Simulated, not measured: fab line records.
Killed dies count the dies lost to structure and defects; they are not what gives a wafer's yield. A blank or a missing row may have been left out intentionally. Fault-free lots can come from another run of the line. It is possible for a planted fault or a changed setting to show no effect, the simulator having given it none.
A lot that was struck, set against a sound lot | flow sky130 | 17 out of 708 route steps
Sound: wafers L217.2, L217.3, L217.4. Struck: wafers L224.2, L224.6. (L224.4 of the same lot was not struck and is left out.) The cause comes at the end.
Order at every step that has rows: each side's tool, ch and its chambers, its first start. Under that, the readings that differ: sound wafers | struck wafers | difference of the means | sigmas: that difference in standard deviations of wafers without a fault.
alike: readings whose means differ by less than 2 such deviations, and words and numbers that are the same on both sides. not compared: withheld readings, readings that some wafer has no value for, bounds like >300 that may hide the same value, and numbers for which the record gives no deviation and whose values overlap.
A row with sigmas, a row that says differs or no value, or rows on one side alone: a step with any of these is where the two part. When numbers do not overlap yet have no deviation, they are printed without sigmas and do not part them. A reading missing from all wafers of one side parts the sides only when that side holds two or more wafers.

SKY_VIA1_CMP_02: polishes SiO2.
  sound on cmp-02 ch 0,1,3, day 34 17:28; struck on cmp-02 ch 0,3, day 38 22:05
  alike: head_pressure_psi, motor_current_A
SKY_VIA1_BOW_MEAS_03:
  sound: film_metro-03 at day 34 17:47; struck: film_metro-03 at day 38 22:24
  alike: VIA1_BOW
then, 8 steps without rows for these wafers: SKY_VIA1_DEHYDRATE_04 (time 60 s); SKY_VIA1_HMDS_05 (prime time 60 s); SKY_VIA1_COAT_06 (resist thk 60 nm); SKY_VIA1_COAT_07 (resist thk 450 nm); SKY_VIA1_SOFTBAKE_08 (time 90 s); SKY_VIA1_EXPOSE_09 (exposes mask VIM, target cd 150 nm); SKY_VIA1_PEB_10; SKY_VIA1_DEVELOP_11 (develop time 60 s).
SKY_VIA1_CD_MEAS_12: target cd 150 nm.
  sound: cd_sem-02 at day 35 20:19; struck: cd_sem-01 at day 39 22:16
  alike: cd_nm
SKY_VIA1_OVL_MEAS_13:
  sound: overlay-02 at day 35 20:26; struck: overlay-02 at day 39 22:23
  alike: VIA1_OVL
SKY_VIA1_ETCH_14: etches BARC in N2/H2, stops on SiO2, time 45.9 s, target depth 60 nm.
  sound on rie_diel-04 ch 0,2,3, day 35 20:28; struck on rie_diel-03 ch 2, day 39 22:25
  reading                                     | sound             | struck      | difference | sigmas
  model.KrF-thick_of_VIA1_COAT_07.thk_nm (nm) | 392.6 392 390.9   | 402 402.4   | +10        |
  model.etch.depth_nm (nm)                    | 59.96 59.88 60.16 | 59.85 59.39 | -0.38      |
  alike: drypump_motor_current_A, oes_product_au, throttle_valve_pct
  not compared: rf_hours_counter_h
SKY_VIA1_ETCH_15: etches SiO2 in C4F8/O2/Ar, stops on TiN, target depth 351 nm, time 54 s.
  sound on rie_diel-04 ch 0,2,3, day 35 20:30; struck on rie_diel-03 ch 2, day 39 22:27
  reading                                     | sound             | struck      | difference | sigmas
  model.KrF-thick_of_VIA1_COAT_07.thk_nm (nm) | 322.4 321.3 320.1 | 332.2 332.2 | +10.9      |
  alike: oes_product_au
  not compared: rf_hours_counter_h
SKY_VIA1_STRIP_16: strips in O2/N2.
  sound on plasma_asher-03 ch 0,1, day 35 20:33; struck on plasma_asher-03 ch 1, day 39 22:30
  reading                      | sound             | struck      | difference | sigmas
  strip_time_to_endpoint_s (s) | 4.458 4.435 4.416 | 4.546 4.547 | +0.110     | +6
  alike: drypump_motor_current_A, oes_product_au
  not compared: rf_hours_counter_h
then, 1 step without rows for these wafers: SKY_VIA1_STRIP_17 (strips in post etch residue remover, time 1200 s).
-- the record jumps here: 10 days lie between the struck wafers' starts before and after (it left off in module VIA1 and takes up again in module PAD_OPEN, whose first step shown is number 708 of the route) --
SKY_PAD_OPEN_PROBE_99:
  sound: prober-01 at day 47 06:56; struck: prober-02 at day 50 06:40
  alike: defect_limited_yield, killed_at_M0_to_M3, killed_at_M4_up, killed_at_contacts, killed_at_front_end, killed_at_other, killed_dies, killed_on_rim, killed_open, killed_short, sort_bin_3_pad_short, sort_bin_5_function, sort_bin_6_memory, sort_n_pass, sort_yield_pct

## WHERE THEY PART
SKY_VIA1_STRIP_16 only, going by this record. Later steps at which nothing parts them and some readings are alike: SKY_PAD_OPEN_PROBE_99.

WHY: the cause the simulator had injected
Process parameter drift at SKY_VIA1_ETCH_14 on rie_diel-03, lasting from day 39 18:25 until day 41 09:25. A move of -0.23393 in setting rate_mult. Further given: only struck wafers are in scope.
